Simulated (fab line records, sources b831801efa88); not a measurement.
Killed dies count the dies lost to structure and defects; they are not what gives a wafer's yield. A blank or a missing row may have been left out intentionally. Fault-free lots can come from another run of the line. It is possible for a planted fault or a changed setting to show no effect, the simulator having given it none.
Which tool did it? -- flow sfq_line -- 42 wafers from 14 lots sampled at 5 of the route's 325 steps

WHAT THE GAUGES READ, wafer by wafer
SFQ_M3_OVL_MEAS_921. Usual: M3_OVL typically reads 0 nm, with standard deviation 5.6.
lot,measured,on,M3_OVL (nm),flag
L786,day 27 15:42,overlay-02,3 5 1,
L787,day 28 04:28,overlay-01,-3 -4 -2,
L789,day 29 09:05,overlay-01,3 8 6,
L790,day 29 15:10,overlay-02,1 -4 -3,
L791,day 29 23:34,overlay-02,3 3 -2,
L792,day 30 09:11,overlay-02,-9 -7 -4,
L793,day 31 02:41,overlay-02,2 4 3,
L794,day 31 11:04,overlay-02,-1 -1 -2,
L795,day 31 21:16,overlay-02,2 5 4,
L797,day 32 06:52,overlay-02,8 11 7,
L800,day 33 12:52,overlay-02,1 -1 -6,
L801,day 34 03:16,overlay-02,3 10 -8,
L804,day 35 06:52,overlay-01,-13 -11 -12,
L808,day 36 06:52,overlay-02,0 0 -4,

SFQ_M7_RS_MEAS_943: the measuring method here is four-point-probe. Usual: M7_NB_RS typically reads 0.895 ohm/sq, with standard deviation 0.012.
lot,measured,on,M7_NB_RS (ohm/sq),flag
L786,day 62 15:25,film_metro-04,0.892 0.893 0.900,
L787,day 62 22:37,film_metro-02,0.898 0.899 0.908,
L789,day 63 22:38,film_metro-04,0.888 0.858 0.892,
L790,day 64 04:36,film_metro-01,0.903 0.895 0.891,
L791,day 64 14:12,film_metro-01,0.908 0.908 0.911,
L792,day 65 01:02,film_metro-01,0.894 0.893 0.892,
L793,day 65 12:44,film_metro-02,0.887 0.895 0.879,
L794,day 65 18:43,film_metro-04,0.896 0.894 0.900,
L795,day 66 00:46,film_metro-04,0.926 0.927 0.926,
L797,day 66 03:21,film_metro-01,0.901 0.902 0.901,
L800,day 66 21:29,film_metro-02,0.874 0.875 0.892,
L801,day 66 23:52,film_metro-01,0.887 2.506 2.463 0.887 2.497 2.459,OFF
L804,day 67 11:21,film_metro-01,0.908 0.908 2.636 0.908 0.907 2.632,OFF
L808,day 68 02:58,film_metro-01,0.883 0.884 0.875,

EACH LOT AND THE TOOL THAT RAN IT (in order: tool; ch and the chambers of the sampled wafers; start)
lot,SFQ_TRILAYER_M4_STRIP_STRIP_097,SFQ_TRILAYER_C5_STRIP_STRIP_155,SFQ_TRILAYER_M7_DEP_SPUTTER_175
L786,"rie_metal-04 ch 0,1, day 35 16:41","rie_metal-04 ch 0,1, day 55 12:44","pvd_sputter-05, day 62 15:19"
L787,"rie_metal-02 ch 0,1, day 36 02:17","rie_metal-03 ch 0,1, day 55 22:20","pvd_sputter-05, day 62 22:31"
L789,"rie_metal-02 ch 0,1, day 37 08:23","rie_metal-03 ch 0,1, day 56 23:17","pvd_sputter-06, day 63 22:31"
L790,"rie_metal-04 ch 0,1, day 37 12:59","rie_metal-03 ch 0,1, day 57 06:27","pvd_sputter-04, day 64 04:31"
L791,"rie_metal-04 ch 0,1, day 37 20:11","rie_metal-04 ch 0,1, day 57 14:41","pvd_sputter-04, day 64 14:07"
L792,"rie_metal-04 ch 0,1, day 38 07:56","rie_metal-03 ch 0,1, day 58 11:41","pvd_sputter-04, day 65 00:55"
L793,"rie_metal-04 ch 0,1, day 38 16:08","rie_metal-03 ch 0,1, day 58 18:41","pvd_sputter-06, day 65 12:38"
L794,"rie_metal-02 ch 0,1, day 38 22:08","rie_metal-01 ch 0,1, day 59 01:53","pvd_sputter-04, day 65 18:38"
L795,"rie_metal-04 ch 0,1, day 39 10:20","rie_metal-04 ch 0,1, day 59 09:05","pvd_sputter-04, day 66 00:38"
L797,"rie_metal-02 ch 0,1, day 39 16:08","rie_metal-01 ch 0,1, day 59 18:29","pvd_sputter-05, day 66 03:14"
L800,"rie_metal-02 ch 0,1, day 40 17:25","rie_metal-01 ch 0,1, day 60 17:29","pvd_sputter-06, day 66 21:22"
L801,"rie_metal-02 ch 0, day 41 02:49","rie_metal-03 ch 0, day 60 19:41","pvd_sputter-05, day 66 23:47"
L804,"rie_metal-04 ch 0, day 42 04:25","rie_metal-03 ch 0, day 61 15:50","pvd_sputter-05, day 67 11:14"
L808,"rie_metal-01 ch 1, day 43 01:01","rie_metal-04 ch 0,1, day 62 12:14","pvd_sputter-04, day 68 02:50"
- SFQ_TRILAYER_M4_STRIP_STRIP_097: strips in O2.
- SFQ_TRILAYER_C5_STRIP_STRIP_155: strips in O2.
- SFQ_TRILAYER_M7_DEP_SPUTTER_175: material Nb, target thk 200 nm, time 133.3 s.

AS READ BY THE TOOLS THEMSELVES (means over the sampled wafers that have a number; for cases with no such wafer, the mark the record gives instead)
SFQ_TRILAYER_M4_STRIP_STRIP_097. Usual: drypump_motor_current_A 5.97 A, standard deviation 0.27; oes_product_au 0.991 a.u., standard deviation 0.011.
lot,tool,drypump_motor_current_A (A),oes_product_au (a.u.),flag
L786,rie_metal-04,5.98,0.993,
L787,rie_metal-02,5.70,0.998,
L789,rie_metal-02,5.70,1.004,
L790,rie_metal-04,6.01,0.983,
L791,rie_metal-04,6.00,0.981,
L792,rie_metal-04,5.93,0.981,
L793,rie_metal-04,5.94,0.979,
L794,rie_metal-02,5.65,1.002,
L795,rie_metal-04,6.01,0.972,
L797,rie_metal-02,5.62,0.998,
L800,rie_metal-02,5.75,0.998,
L801,rie_metal-02,5.55,0.991,
L804,rie_metal-04,5.85,0.990,
L808,rie_metal-01,6.32,0.988,

SFQ_TRILAYER_C5_STRIP_STRIP_155. Usual: drypump_motor_current_A 6.09 A, standard deviation 0.24; oes_product_au 0.995 a.u., standard deviation 0.012.
lot,tool,drypump_motor_current_A (A),oes_product_au (a.u.),flag
L786,rie_metal-04,5.92,0.974,
L787,rie_metal-03,6.13,1.005,
L789,rie_metal-03,6.38,1.000,
L790,rie_metal-03,6.16,1.004,
L791,rie_metal-04,5.92,0.987,
L792,rie_metal-03,6.17,1.002,
L793,rie_metal-03,6.37,0.998,
L794,rie_metal-01,6.25,1.012,
L795,rie_metal-04,6.01,0.984,
L797,rie_metal-01,6.30,0.998,
L800,rie_metal-01,6.32,1.010,
L801,rie_metal-03,5.91,1.003,
L804,rie_metal-03,5.89,0.994,
L808,rie_metal-04,5.91,0.984,

SFQ_TRILAYER_M7_DEP_SPUTTER_175. Usual: throttle_valve_pct 29.6 %, standard deviation 0.67.
lot,tool,throttle_valve_pct (%),flag
L786,pvd_sputter-05,29.9,
L787,pvd_sputter-05,30.0,
L789,pvd_sputter-06,28.9,
L790,pvd_sputter-04,29.3,
L791,pvd_sputter-04,29.6,
L792,pvd_sputter-04,30.4,
L793,pvd_sputter-06,28.9,
L794,pvd_sputter-04,30.2,
L795,pvd_sputter-04,30.1,
L797,pvd_sputter-05,30.0,
L800,pvd_sputter-06,29.0,
L801,pvd_sputter-05,30.0,
L804,pvd_sputter-05,29.5,
L808,pvd_sputter-04,29.7,

THE ANSWER, worked out from the rows above alone
Rule: lot off if the mean of its wafers having a number is beyond 3 standard deviations from the usual mean. A lot without any number at a reading at which 4 lots or more have one is off too. All remaining lots with rows at the step are treated as sound. Order of review: gauges by route order, followed by the tools' own readings, for which a lot's mean as printed above is used. The first step at which some lot is off is used, and at that step the reading that is off furthest; a lot without a number counts as furthest.
Off: L801, L804, at SFQ_M7_RS_MEAS_943 (M7_NB_RS).
If a tool, at a process step before that reading, ran all the lots that are off and no sound lot after the first of them, it fits. The gauges at SFQ_M7_RS_MEAS_943 are tried like those tools. 2 tools fit, rie_metal-03 at SFQ_TRILAYER_C5_STRIP_STRIP_155 and pvd_sputter-05 at SFQ_TRILAYER_M7_DEP_SPUTTER_175, so this cannot tell which one it is.

WHAT THE SIMULATOR PUT IN
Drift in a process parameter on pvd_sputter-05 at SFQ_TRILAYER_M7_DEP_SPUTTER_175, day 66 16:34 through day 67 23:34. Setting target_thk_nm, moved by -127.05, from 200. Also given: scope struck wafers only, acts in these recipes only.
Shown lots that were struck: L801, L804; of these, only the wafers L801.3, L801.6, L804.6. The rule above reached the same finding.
